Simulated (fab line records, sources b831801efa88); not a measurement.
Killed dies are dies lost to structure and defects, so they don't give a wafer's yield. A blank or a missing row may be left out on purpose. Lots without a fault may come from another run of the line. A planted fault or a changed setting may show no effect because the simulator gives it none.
Which tool did it? | flow gf180mcu | 14 lots, 42 wafers sampled, at 4 steps of a route of 602

WHAT THE GAUGES READ, wafer by wafer
GF_V2_CD_MEAS_14: target cd 260 nm.
lot  | measured     | on        | cd_nm (nm)
L438 | day 19 23:26 | cd_sem-01 | 259.4 260.0 259.8
L439 | day 20 14:59 | cd_sem-01 | 259.9 257.9 259.9
L440 | day 21 07:47 | cd_sem-01 | 260.6 260.7 260.4
L442 | day 21 10:29 | cd_sem-01 | 259.7 260.1 258.2
L444 | day 22 22:19 | cd_sem-02 | 258.1 258.2 258.5
L447 | day 23 11:12 | cd_sem-02 | 260.5 260.0 259.2
L448 | day 24 05:17 | cd_sem-02 | - - -
L449 | day 24 06:44 | cd_sem-02 | - - -
L450 | day 24 14:08 | cd_sem-01 | 258.5 259.6 259.2
L453 | day 25 11:55 | cd_sem-01 | 260.5 261.8 260.3
L456 | day 26 12:13 | cd_sem-01 | 258.9 260.1 260.7
L457 | day 26 16:47 | cd_sem-01 | 260.8 261.1 261.5
L459 | day 27 13:16 | cd_sem-01 | 258.0 257.6 258.9
L461 | day 28 01:11 | cd_sem-02 | 259.3 258.6 258.1

WHICH TOOL RAN EACH LOT (tool, then ch and the chambers of the sampled wafers, then the start)
lot  | GF_V1_CMP_26                  | GF_M2_SPUTTER_01             | GF_V2_EXPOSE_11
L438 | cmp-02 ch 0,1, day 17 20:38   | pvd_sputter-03, day 17 21:02 | krf_scanner-01 ch 0, day 19 11:46
L439 | cmp-01 ch 1,2,3, day 18 13:02 | pvd_sputter-02, day 18 13:17 | krf_scanner-01 ch 0, day 20 02:59
L440 | cmp-01 ch 1,2,3, day 19 06:05 | pvd_sputter-03, day 19 06:23 | krf_scanner-02 ch 0, day 20 20:25
L442 | cmp-02 ch 0,1,3, day 19 09:39 | pvd_sputter-03, day 19 10:00 | krf_scanner-01 ch 0, day 20 23:04
L444 | cmp-01 ch 0,2,3, day 20 21:07 | pvd_sputter-02, day 20 21:31 | krf_scanner-02 ch 0, day 22 10:59
L447 | cmp-01 ch 1,2, day 21 11:06   | pvd_sputter-04, day 21 11:30 | krf_scanner-01 ch 0, day 23 00:08
L448 | cmp-02 ch 0,1,2, day 22 05:49 | pvd_sputter-04, day 22 06:10 | krf_scanner-02, day 23 18:19
L449 | cmp-01 ch 0,2, day 22 07:25   | pvd_sputter-02, day 22 07:49 | krf_scanner-01, day 23 19:58
L450 | cmp-01 ch 0,1,3, day 22 15:04 | pvd_sputter-04, day 22 15:28 | krf_scanner-01 ch 0, day 24 03:02
L453 | cmp-02 ch 1,2,3, day 23 13:57 | pvd_sputter-04, day 23 14:18 | krf_scanner-02 ch 0, day 25 01:17
L456 | cmp-01 ch 2,3, day 24 14:22   | pvd_sputter-02, day 24 14:46 | krf_scanner-02 ch 0, day 26 01:26
L457 | cmp-01 ch 0,1,3, day 24 19:59 | pvd_sputter-02, day 24 20:20 | krf_scanner-01 ch 0, day 26 06:55
L459 | cmp-02 ch 1,3, day 25 17:47   | pvd_sputter-04, day 25 18:08 | krf_scanner-02 ch 0, day 27 03:07
L461 | cmp-01 ch 0,2, day 26 05:43   | pvd_sputter-03, day 26 06:04 | krf_scanner-02 ch 0, day 27 14:58
- GF_V1_CMP_26: polishes, stops on SiO2, t overpolish 15 s, target thk 0 nm.
- GF_M2_SPUTTER_01: material TiN, target thk 30 nm, time 25 s.
- GF_V2_EXPOSE_11: exposes mask Via2, target cd 260 nm.

WHAT THE TOOLS THEMSELVES READ (means of the sampled wafers that have a number; where no wafer has one, the mark that the record gives instead)
GF_V1_CMP_26.
lot  | tool   | edge_zone_pressure_frac | motor_current_A (A) | overpolish_run_s (s) | time_to_endpoint_s (s)
L438 | cmp-02 | 1.003                   | 11.0                | 15.007               | 84
L439 | cmp-01 | 1.005                   | 11.0                | 15.001               | 83
L440 | cmp-01 | 0.997                   | 10.8                | 15.000               | 81
L442 | cmp-02 | 1.000                   | 10.4                | 14.998               | 85
L444 | cmp-01 | 0.999                   | 11.6                | 14.993               | 76
L447 | cmp-01 | 0.993                   | 9.8                 | 15.004               | 81
L448 | cmp-02 | 1.003                   | 11.3                | 15.009               | 85
L449 | cmp-01 | 0.997                   | 12.0                | 14.998               | 74
L450 | cmp-01 | 1.000                   | 11.4                | 15.000               | 84
L453 | cmp-02 | 1.001                   | 10.9                | 14.998               | 84
L456 | cmp-01 | 0.994                   | 11.7                | 14.999               | 80
L457 | cmp-01 | 0.999                   | 11.0                | 15.009               | 80
L459 | cmp-02 | 0.999                   | 10.3                | 14.995               | 83
L461 | cmp-01 | 1.000                   | 11.7                | 15.002               | 80

GF_M2_SPUTTER_01.
lot  | tool           | throttle_valve_pct (%)
L438 | pvd_sputter-03 | 29.3
L439 | pvd_sputter-02 | 30.4
L440 | pvd_sputter-03 | 29.1
L442 | pvd_sputter-03 | 29.9
L444 | pvd_sputter-02 | 31.0
L447 | pvd_sputter-04 | 30.0
L448 | pvd_sputter-04 | 30.4
L449 | pvd_sputter-02 | 30.6
L450 | pvd_sputter-04 | 30.0
L453 | pvd_sputter-04 | 29.2
L456 | pvd_sputter-02 | 30.8
L457 | pvd_sputter-02 | 30.6
L459 | pvd_sputter-04 | 29.5
L461 | pvd_sputter-03 | 28.8

GF_V2_EXPOSE_11.
lot  | tool           | exposure_dose_mJ_cm2 | focus_offset_nm (nm)
L438 | krf_scanner-01 | 38.00                | 0.0
L439 | krf_scanner-01 | 37.93                | -0.2
L440 | krf_scanner-02 | 37.92                | 0.1
L442 | krf_scanner-01 | 37.95                | 0.1
L444 | krf_scanner-02 | 37.92                | -0.3
L447 | krf_scanner-01 | 37.96                | -0.4
L448 | krf_scanner-02 | -                    | -
L449 | krf_scanner-01 | -                    | -
L450 | krf_scanner-01 | 37.95                | -0.1
L453 | krf_scanner-02 | 37.96                | -0.2
L456 | krf_scanner-02 | 38.46                | -0.4
L457 | krf_scanner-01 | 37.95                | 0.2
L459 | krf_scanner-02 | 38.49                | -0.4
L461 | krf_scanner-02 | 38.48                | -0.4

THE ANSWER, worked out from the rows above alone
Rule: what is usual is taken from the lots themselves. Put in order of their means at a reading, lots are off if they are a third of the lots or fewer, leave a main group of 4 or more, and stand apart from it by a gap of 3 or more times the standard deviation of the main group's means; of several such gaps the widest counts. A main group whose means are all the same, to the digits that the tables above print for the reading, isn't used. A lot without any number at a reading at which 4 lots or more have one is off too. The other lots that the step has rows for count as sound. The gauges are gone through in route order, then the tools' own readings, and for those a lot's mean is taken as printed above. The first step at which some lot is off is used, and at that step the reading that is off furthest; a lot without a number counts as furthest.
Off: L448, L449, at GF_V2_CD_MEAS_14 (cd_nm). Without a number there: L448, L449. The main group: mean 259.6 nm, standard deviation 0.92.
A tool fits if, at a process step before that reading, it ran every lot that is off, and no sound lot after the first of them. The gauges at GF_V2_CD_MEAS_14 aren't tried: what is off there is off at GF_V2_EXPOSE_11 too, on other tools, and a gauge's error can't cause that. None of those tried fits.

WHAT THE SIMULATOR HAD PUT IN
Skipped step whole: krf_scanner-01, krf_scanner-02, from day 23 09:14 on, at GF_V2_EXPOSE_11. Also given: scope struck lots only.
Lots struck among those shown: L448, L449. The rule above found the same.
